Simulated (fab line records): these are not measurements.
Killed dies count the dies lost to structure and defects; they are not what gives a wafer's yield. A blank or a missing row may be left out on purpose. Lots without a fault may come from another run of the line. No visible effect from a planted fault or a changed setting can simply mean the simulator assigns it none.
Which of the tools did it? / flow gf180mcu / 14 lots with 40 wafers sampled at 5 steps, on a route of 602 steps

== WHAT THE GAUGES READ, wafer by wafer ==
GF_STI_THK_MEAS_04.
lot=L569; measured=day 1 14:34; on=film metro-01; STI_CVD_03_THK (nm)=207.3 206.0 207.2
lot=L571; measured=day 2 00:05; on=film metro-02; STI_CVD_03_THK (nm)=203.1 202.3 203.7
lot=L572; measured=day 2 05:11; on=film metro-02; STI_CVD_03_THK (nm)=199.8 198.7 199.5
lot=L573; measured=day 2 09:35; on=film metro-02; STI_CVD_03_THK (nm)=207.7 206.8 205.4
lot=L574; measured=day 2 14:57; on=film metro-02; STI_CVD_03_THK (nm)=207.0 204.6 205.9
lot=L575; measured=day 2 19:58; on=film metro-02; STI_CVD_03_THK (nm)=206.4 206.8 206.2
lot=L577; measured=day 3 05:36; on=film metro-02; STI_CVD_03_THK (nm)=206.6 205.6
lot=L583; measured=day 4 11:47; on=film metro-02; STI_CVD_03_THK (nm)=203.5 204.8
lot=L586; measured=day 5 03:34; on=film metro-02; STI_CVD_03_THK (nm)=204.4 206.1 205.6
lot=L587; measured=day 5 08:33; on=film metro-01; STI_CVD_03_THK (nm)=202.7 201.7 203.0
lot=L589; measured=day 5 17:35; on=film metro-01; STI_CVD_03_THK (nm)=207.6 205.4 206.7
lot=L590; measured=day 5 23:44; on=film metro-02; STI_CVD_03_THK (nm)=207.0 208.1 205.7
lot=L591; measured=day 6 03:35; on=film metro-01; STI_CVD_03_THK (nm)=205.8 205.9 205.5
lot=L592; measured=day 6 08:34; on=film metro-04; STI_CVD_03_THK (nm)=207.2 208.2 206.8

GF_POLY_GATE_OVL_MEAS_11.
lot=L569; measured=day 9 04:02; on=overlay-02; POLY_GATE_OVL (nm)=-10 -10 -7
lot=L571; measured=day 9 19:49; on=overlay-01; POLY_GATE_OVL (nm)=1 -2 -4
lot=L572; measured=day 9 22:23; on=overlay-01; POLY_GATE_OVL (nm)=6 -2 -5
lot=L573; measured=day 10 09:56; on=overlay-02; POLY_GATE_OVL (nm)=3 10 2
lot=L574; measured=day 10 16:23; on=overlay-02; POLY_GATE_OVL (nm)=1 -1 4
lot=L575; measured=day 10 22:38; on=overlay-01; POLY_GATE_OVL (nm)=-2 3 2
lot=L577; measured=day 11 14:06; on=overlay-01; POLY_GATE_OVL (nm)=0 2
lot=L583; measured=day 13 04:40; on=overlay-01; POLY_GATE_OVL (nm)=-12 -6
lot=L586; measured=day 14 10:08; on=overlay-02; POLY_GATE_OVL (nm)=7 3 1
lot=L587; measured=day 14 13:19; on=overlay-02; POLY_GATE_OVL (nm)=3 5 8
lot=L589; measured=day 15 03:02; on=overlay-02; POLY_GATE_OVL (nm)=-8 -3 -2
lot=L590; measured=day 15 11:07; on=overlay-02; POLY_GATE_OVL (nm)=-8 -2 -5
lot=L591; measured=day 15 20:24; on=overlay-01; POLY_GATE_OVL (nm)=6 2 3
lot=L592; measured=day 15 23:02; on=overlay-02; POLY_GATE_OVL (nm)=-6 -4 -2

GF_HV_LDD_CD_MEAS_07: target cd 400 nm.
lot=L569; measured=day 9 23:39; on=cd sem-01; cd nm (nm)=401.5 401.0 401.0
lot=L571; measured=day 10 15:55; on=cd sem-02; cd nm (nm)=401.4 403.3 402.9
lot=L572; measured=day 10 18:37; on=cd sem-01; cd nm (nm)=400.2 399.1 399.2
lot=L573; measured=day 11 06:32; on=cd sem-02; cd nm (nm)=397.1 397.9 399.2
lot=L574; measured=day 11 12:16; on=cd sem-01; cd nm (nm)=399.1 399.8 400.5
lot=L575; measured=day 11 20:28; on=cd sem-01; cd nm (nm)=399.8 398.8 398.9
lot=L577; measured=day 12 14:23; on=cd sem-02; cd nm (nm)=399.9 400.7
lot=L583; measured=day 14 02:43; on=cd sem-01; cd nm (nm)=402.0 400.4
lot=L586; measured=day 15 10:05; on=cd sem-01; cd nm (nm)=400.0 401.7 400.7
lot=L587; measured=day 15 13:37; on=cd sem-02; cd nm (nm)=401.1 402.8 400.8
lot=L589; measured=day 16 02:53; on=cd sem-01; cd nm (nm)=401.4 398.1 397.6
lot=L590; measured=day 16 10:49; on=cd sem-01; cd nm (nm)=400.7 400.0 401.0
lot=L591; measured=day 16 20:58; on=cd sem-02; cd nm (nm)=399.4 397.0 399.9
lot=L592; measured=day 16 23:26; on=cd sem-01; cd nm (nm)=405.5 405.8 404.0

== WHICH TOOL RAN EACH LOT (tool, then ch and the chambers of the sampled wafers, then the start) ==
lot=L569; GF_NWELL_COAT_02=litho track-02 ch 0, day 3 00:28; GF_NWELL_STRIP_10=plasma asher-04 ch 0,1, day 3 07:26
lot=L571; GF_NWELL_COAT_02=litho track-02 ch 0, day 3 10:34; GF_NWELL_STRIP_10=plasma asher-04 ch 0,1, day 3 17:15
lot=L572; GF_NWELL_COAT_02=litho track-02 ch 0, day 3 15:43; GF_NWELL_STRIP_10=plasma asher-01 ch 0,1, day 3 22:12
lot=L573; GF_NWELL_COAT_02=litho track-04 ch 0, day 4 00:14; GF_NWELL_STRIP_10=plasma asher-03 ch 0,1, day 4 06:54
lot=L574; GF_NWELL_COAT_02=litho track-03 ch 0, day 4 02:37; GF_NWELL_STRIP_10=plasma asher-03 ch 0,1, day 4 09:45
lot=L575; GF_NWELL_COAT_02=litho track-03 ch 0, day 4 09:05; GF_NWELL_STRIP_10=plasma asher-01 ch 0,1, day 4 16:23
lot=L577; GF_NWELL_COAT_02=litho track-03 ch 0, day 4 18:22; GF_NWELL_STRIP_10=plasma asher-04 ch 0,1, day 5 01:28
lot=L583; GF_NWELL_COAT_02=litho track-03 ch 0, day 6 04:01; GF_NWELL_STRIP_10=plasma asher-03 ch 0,1, day 6 12:09
lot=L586; GF_NWELL_COAT_02=litho track-04 ch 0, day 6 21:02; GF_NWELL_STRIP_10=plasma asher-03 ch 0,1, day 7 05:18
lot=L587; GF_NWELL_COAT_02=litho track-02 ch 0, day 7 02:58; GF_NWELL_STRIP_10=plasma asher-04 ch 0,1, day 7 11:45
lot=L589; GF_NWELL_COAT_02=litho track-02 ch 0, day 7 12:35; GF_NWELL_STRIP_10=plasma asher-01 ch 0,1, day 7 20:57
lot=L590; GF_NWELL_COAT_02=litho track-02 ch 0, day 7 19:49; GF_NWELL_STRIP_10=plasma asher-04 ch 0,1, day 8 04:02
lot=L591; GF_NWELL_COAT_02=litho track-02 ch 0, day 7 23:17; GF_NWELL_STRIP_10=plasma asher-01 ch 0,1, day 8 08:14
lot=L592; GF_NWELL_COAT_02=litho track-02 ch 0, day 8 04:02; GF_NWELL_STRIP_10=plasma asher-03 ch 0,1, day 8 12:23
- GF_NWELL_COAT_02: resist thk 3000 nm.
- GF_NWELL_STRIP_10: strips in O2/N2.

== AS READ BY THE TOOLS THEMSELVES (means over the sampled wafers that have a number; for cases with no such wafer, the mark the record gives instead) ==
GF_NWELL_STRIP_10.
lot=L569; tool=plasma asher-04; drypump motor current A (A)=5.5; heater power w (W)=329; n2 flow sccm (sccm)=300.1; oes product au (a.u.)=0.723; strip time to endpoint s (s)=36.98
lot=L571; tool=plasma asher-04; drypump motor current A (A)=5.5; heater power w (W)=330; n2 flow sccm (sccm)=301.0; oes product au (a.u.)=0.724; strip time to endpoint s (s)=36.92
lot=L572; tool=plasma asher-01; drypump motor current A (A)=5.4; heater power w (W)=323; n2 flow sccm (sccm)=300.3; oes product au (a.u.)=0.717; strip time to endpoint s (s)=36.95
lot=L573; tool=plasma asher-03; drypump motor current A (A)=5.7; heater power w (W)=332; n2 flow sccm (sccm)=300.1; oes product au (a.u.)=0.725; strip time to endpoint s (s)=37.03
lot=L574; tool=plasma asher-03; drypump motor current A (A)=5.9; heater power w (W)=332; n2 flow sccm (sccm)=300.7; oes product au (a.u.)=0.721; strip time to endpoint s (s)=36.95
lot=L575; tool=plasma asher-01; drypump motor current A (A)=5.4; heater power w (W)=313; n2 flow sccm (sccm)=299.8; oes product au (a.u.)=0.721; strip time to endpoint s (s)=37.15
lot=L577; tool=plasma asher-04; drypump motor current A (A)=5.4; heater power w (W)=330; n2 flow sccm (sccm)=299.4; oes product au (a.u.)=0.728; strip time to endpoint s (s)=36.36
lot=L583; tool=plasma asher-03; drypump motor current A (A)=5.8; heater power w (W)=334; n2 flow sccm (sccm)=299.8; oes product au (a.u.)=0.729; strip time to endpoint s (s)=36.25
lot=L586; tool=plasma asher-03; drypump motor current A (A)=5.9; heater power w (W)=336; n2 flow sccm (sccm)=300.8; oes product au (a.u.)=0.723; strip time to endpoint s (s)=36.92
lot=L587; tool=plasma asher-04; drypump motor current A (A)=5.5; heater power w (W)=331; n2 flow sccm (sccm)=300.7; oes product au (a.u.)=0.718; strip time to endpoint s (s)=36.81
lot=L589; tool=plasma asher-01; drypump motor current A (A)=5.4; heater power w (W)=317; n2 flow sccm (sccm)=299.5; oes product au (a.u.)=0.730; strip time to endpoint s (s)=36.89
lot=L590; tool=plasma asher-04; drypump motor current A (A)=5.3; heater power w (W)=332; n2 flow sccm (sccm)=300.5; oes product au (a.u.)=0.724; strip time to endpoint s (s)=37.03
lot=L591; tool=plasma asher-01; drypump motor current A (A)=5.4; heater power w (W)=316; n2 flow sccm (sccm)=299.7; oes product au (a.u.)=0.722; strip time to endpoint s (s)=36.81
lot=L592; tool=plasma asher-03; drypump motor current A (A)=5.7; heater power w (W)=333; n2 flow sccm (sccm)=299.9; oes product au (a.u.)=0.725; strip time to endpoint s (s)=36.92

== THE ANSWER, worked out from the rows above alone ==
Rule: what is usual is taken from the lots themselves. The widest of any qualifying gaps counts: lots, ordered by their means at a reading, are off when they make up no more than a third of the lots, leave a main group of 4 or more, and stand apart from it by 3 or more times the standard deviation of that group's means. Not used: any main group whose means are identical at the precision the tables above print for the reading. Also off: a lot with no number at a reading for which 4 or more lots have one. Where the step has rows for the other lots, those lots are counted as sound. After the gauges, taken in route order, come the tools' own readings; for these a lot's mean is taken, as printed above. The first step at which some lot is off is used, and at that step the reading that is off furthest; a lot without a number counts as furthest.
Off: L577, L583, at GF_NWELL_STRIP_10 (strip time to endpoint s). The main group: mean 36.95 s, standard deviation 0.091.
If a tool, at that step or one of the process steps before it, ran each lot that is off and ran no sound lot following the first of them, it fits. One candidate fits, namely litho track-03 at GF_NWELL_COAT_02. Its last sound lot is L575 (day 4 09:05), its first lot that is off L577 (day 4 18:22): a fault that began between those two fits.

== WHAT HAD BEEN PUT IN BY THE SIMULATOR ==
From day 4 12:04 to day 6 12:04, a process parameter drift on litho track-03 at GF_NWELL_COAT_02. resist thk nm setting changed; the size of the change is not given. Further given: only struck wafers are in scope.
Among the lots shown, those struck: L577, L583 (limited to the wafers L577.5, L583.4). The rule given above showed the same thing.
